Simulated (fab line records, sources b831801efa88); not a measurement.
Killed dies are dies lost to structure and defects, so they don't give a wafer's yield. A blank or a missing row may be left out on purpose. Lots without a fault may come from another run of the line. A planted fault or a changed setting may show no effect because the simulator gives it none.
Which tool did it? | flow sky130 | 11 lots, 33 wafers sampled, at 4 steps of a route of 708

WHAT THE GAUGES READ, wafer by wafer
SKY_PASSIVATION_THK_MEAS_01.
lot  | measured     | on            | PASSIVATION_CVD_00_THK (nm)
L458 | day 43 15:17 | film_metro-02 | 88.7 89.1 89.0
L459 | day 43 23:41 | film_metro-01 | 90.1 89.6 91.2
L460 | day 44 03:41 | film_metro-01 | 90.4 91.4 91.8
L464 | day 46 05:22 | film_metro-04 | 89.8 89.9 91.4
L466 | day 46 09:57 | film_metro-02 | 88.9 89.6 91.4
L467 | day 46 11:54 | film_metro-01 | 88.8 90.8 90.6
L465 | day 46 12:32 | film_metro-04 | 89.1 89.5 90.2
L468 | day 46 13:18 | film_metro-04 | 88.6 88.6 90.0
L469 | day 46 18:29 | film_metro-04 | 90.3 89.9 89.6
L476 | day 48 20:44 | film_metro-02 | 89.7 89.2 90.1
L478 | day 48 23:56 | film_metro-01 | 91.1 92.2 90.8

WHICH TOOL RAN EACH LOT (tool, then ch and the chambers of the sampled wafers, then the start)
lot  | SKY_VIA1_ETCH_14                   | SKY_METAL5_SPUTTER_02        | SKY_METAL5_DESCUM_14
L458 | rie_diel-03 ch 0,2,3, day 33 21:13 | pvd_sputter-01, day 42 15:57 | rie_metal-04 ch 0,1, day 43 14:23
L459 | rie_diel-03 ch 0,1,3, day 34 06:28 | pvd_sputter-04, day 43 01:20 | rie_metal-04 ch 0,1, day 43 22:47
L460 | rie_diel-04 ch 0,1,3, day 34 11:29 | pvd_sputter-02, day 43 04:57 | rie_metal-01 ch 0,1, day 44 02:47
L464 | rie_diel-02 ch 0,1,3, day 36 12:20 | pvd_sputter-01, day 45 07:35 | rie_metal-03 ch 0,1, day 46 04:26
L466 | rie_diel-02 ch 1,2, day 37 02:13   | pvd_sputter-02, day 45 12:21 | rie_metal-01 ch 1, day 46 08:32
L467 | rie_diel-02 ch 0,2,3, day 37 05:16 | pvd_sputter-02, day 45 14:17 | rie_metal-03 ch 0,1, day 46 10:59
L465 | rie_diel-04 ch 2,3, day 37 08:39   | pvd_sputter-04, day 45 15:39 | rie_metal-04 ch 0,1, day 46 11:38
L468 | rie_diel-02 ch 0,1,3, day 37 09:18 | pvd_sputter-02, day 45 16:03 | rie_metal-03 ch 0,1, day 46 12:23
L469 | rie_diel-04 ch 0,2,3, day 37 16:51 | pvd_sputter-01, day 45 21:37 | rie_metal-03 ch 0,1, day 46 17:35
L476 | rie_diel-04 ch 0,2,3, day 39 20:09 | pvd_sputter-04, day 48 01:55 | rie_metal-01 ch 0,1, day 48 19:50
L478 | rie_diel-04 ch 1,2,3, day 40 03:08 | pvd_sputter-01, day 48 05:04 | rie_metal-03 ch 0,1, day 48 22:59
- SKY_VIA1_ETCH_14: etches BARC in N2/H2, stops on SiO2, time 45.9 s, target depth 60 nm.
- SKY_METAL5_SPUTTER_02: material AlCu, target thk 1150 nm, time 61.2 s.
- SKY_METAL5_DESCUM_14: chemistry O2, time 11 s.

THE ANSWER, worked out from the rows above alone
Rule: what is usual is taken from the lots themselves. Put in order of their means at a reading, lots are off if they are a third of the lots or fewer, leave a main group of 4 or more, and stand apart from it by a gap of 3 or more times the standard deviation of the main group's means; of several such gaps the widest counts. A main group whose means are all the same, to the digits that the tables above print for the reading, isn't used. A lot without any number at a reading at which 4 lots or more have one is off too. The other lots that the step has rows for count as sound.
No lot is off at any reading shown: from this, nothing can be told.

WHAT THE SIMULATOR HAD PUT IN
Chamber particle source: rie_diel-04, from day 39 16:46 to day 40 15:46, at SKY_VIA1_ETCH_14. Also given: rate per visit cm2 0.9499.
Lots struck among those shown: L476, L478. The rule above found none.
